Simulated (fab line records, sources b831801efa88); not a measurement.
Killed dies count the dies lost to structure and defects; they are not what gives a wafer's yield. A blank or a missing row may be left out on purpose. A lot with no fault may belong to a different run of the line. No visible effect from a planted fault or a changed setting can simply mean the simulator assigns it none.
Shared-tool check | flow sky130 | 15 lots and 45 wafers in the sample

REASON FOR OPENING
3 of 15 lots carry a flag on the reading VT_ADJUST_NCORE_TW at SKY_VT_ADJUST_NCORE_TW_MEAS_11. Fault-free wafers read 221.3, with a standard deviation of 1.3.
Rule: flag the lot when none of its wafers has a number, or when each of its wafers that has one lies beyond 4 standard deviations from that mean. The rest of the lots are taken to be sound.

lot  | measured     | on            | VT_ADJUST_NCORE_TW, wafer by wafer | flag
L891 | day 8 09:57  | film-metro-04 | 221.1 221.1 221.1                  |
L893 | day 9 03:40  | film-metro-03 | 221.3 220.5 221.1                  |
L894 | day 9 07:09  | film-metro-04 | 220.8 220.7 221.4                  |
L896 | day 9 18:58  | film-metro-04 | 221.5 220.5 220.3                  |
L898 | day 10 09:13 | film-metro-02 | 219.3 220.7 221.0                  |
L899 | day 10 16:13 | film-metro-03 | 222.4 224.2 222.8                  |
L900 | day 11 03:13 | film-metro-04 | 222.7 223.0 222.7                  |
L901 | day 11 08:40 | film-metro-03 | 270.5 268.3 269.3                  | FLAGGED
L903 | day 12 00:58 | film-metro-03 | 222.4 222.4 222.8                  |
L905 | day 12 14:31 | film-metro-04 | 220.3 220.4 220.9                  |
L906 | day 12 21:10 | film-metro-03 | 222.7 222.2 222.2                  |
L909 | day 13 18:55 | film-metro-02 | 267.5 268.5 269.9                  | FLAGGED
L911 | day 14 16:20 | film-metro-04 | 270.8 273.5 271.9                  | FLAGGED
L913 | day 15 14:57 | film-metro-03 | 221.8 223.0 221.8                  |
L914 | day 16 03:45 | film-metro-02 | 220.4 219.8 220.0                  |
The mean of the flagged lots' numbers is 270.0, +48.7 from the usual (+37 standard deviations).

WHICH TOOL RAN EACH LOT
The record keeps 1 process step preceding the reading, out of 708 steps on the route. In each cell: the tool, then ch and the chambers that the sampled wafers went through, then the start.
lot  | flag    | SKY_VT_ADJUST_NCORE_IMPLANT_09
L891 |         | implanter-01 ch 0, day 8 09:42
L893 |         | implanter-03 ch 0, day 9 03:25
L894 |         | implanter-03 ch 0, day 9 06:54
L896 |         | implanter-01 ch 0, day 9 18:43
L898 |         | implanter-01 ch 0, day 10 08:58
L899 |         | implanter-03 ch 0, day 10 15:59
L900 |         | implanter-03 ch 0, day 11 03:00
L901 | FLAGGED | implanter-04 ch 0, day 11 08:06
L903 |         | implanter-03 ch 0, day 12 00:43
L905 |         | implanter-04 ch 0, day 12 14:16
L906 |         | implanter-03 ch 0, day 12 20:55
L909 | FLAGGED | implanter-04 ch 0, day 13 18:21
L911 | FLAGGED | implanter-04 ch 0, day 14 15:48
L913 |         | implanter-01 ch 0, day 15 14:42
L914 |         | implanter-01 ch 0, day 16 03:30
What the steps here do:
- SKY_VT_ADJUST_NCORE_IMPLANT_09
- SKY_VT_ADJUST_NCORE_TW_MEAS_11

FLAGGED OVER TOTAL, TOOL BY TOOL (the gauges that took the reading come last)
step                           | tool          | lots run | flagged | share of the flagged lots | sound lots run after its first flagged lot
SKY_VT_ADJUST_NCORE_IMPLANT_09 | implanter-01  | 5        | 0       | none                      | -
SKY_VT_ADJUST_NCORE_IMPLANT_09 | implanter-03  | 6        | 0       | none                      | -
SKY_VT_ADJUST_NCORE_IMPLANT_09 | implanter-04  | 4        | 3       | all                       | 1 (L905)
SKY_VT_ADJUST_NCORE_TW_MEAS_11 | film-metro-02 | 3        | 1       | some                      | 1 (L914)
SKY_VT_ADJUST_NCORE_TW_MEAS_11 | film-metro-03 | 6        | 1       | some                      | 3 (L903,L906,L913)
SKY_VT_ADJUST_NCORE_TW_MEAS_11 | film-metro-04 | 6        | 1       | some                      | 0

THE TABLE: WHAT IT ALLOWS
In the table, 1 row covers all flagged lots: implanter-04 at SKY_VT_ADJUST_NCORE_IMPLANT_09.
- implanter-04 at SKY_VT_ADJUST_NCORE_IMPLANT_09: 3 of its 4 lots flagged. Lots that were sound ran on it after the first flagged one (L905); a persistent fault on the entire tool would not allow that.
None of the table's rows ran every flagged lot and, after the first, no sound lot.

WHAT HAD BEEN PUT IN BY THE SIMULATOR
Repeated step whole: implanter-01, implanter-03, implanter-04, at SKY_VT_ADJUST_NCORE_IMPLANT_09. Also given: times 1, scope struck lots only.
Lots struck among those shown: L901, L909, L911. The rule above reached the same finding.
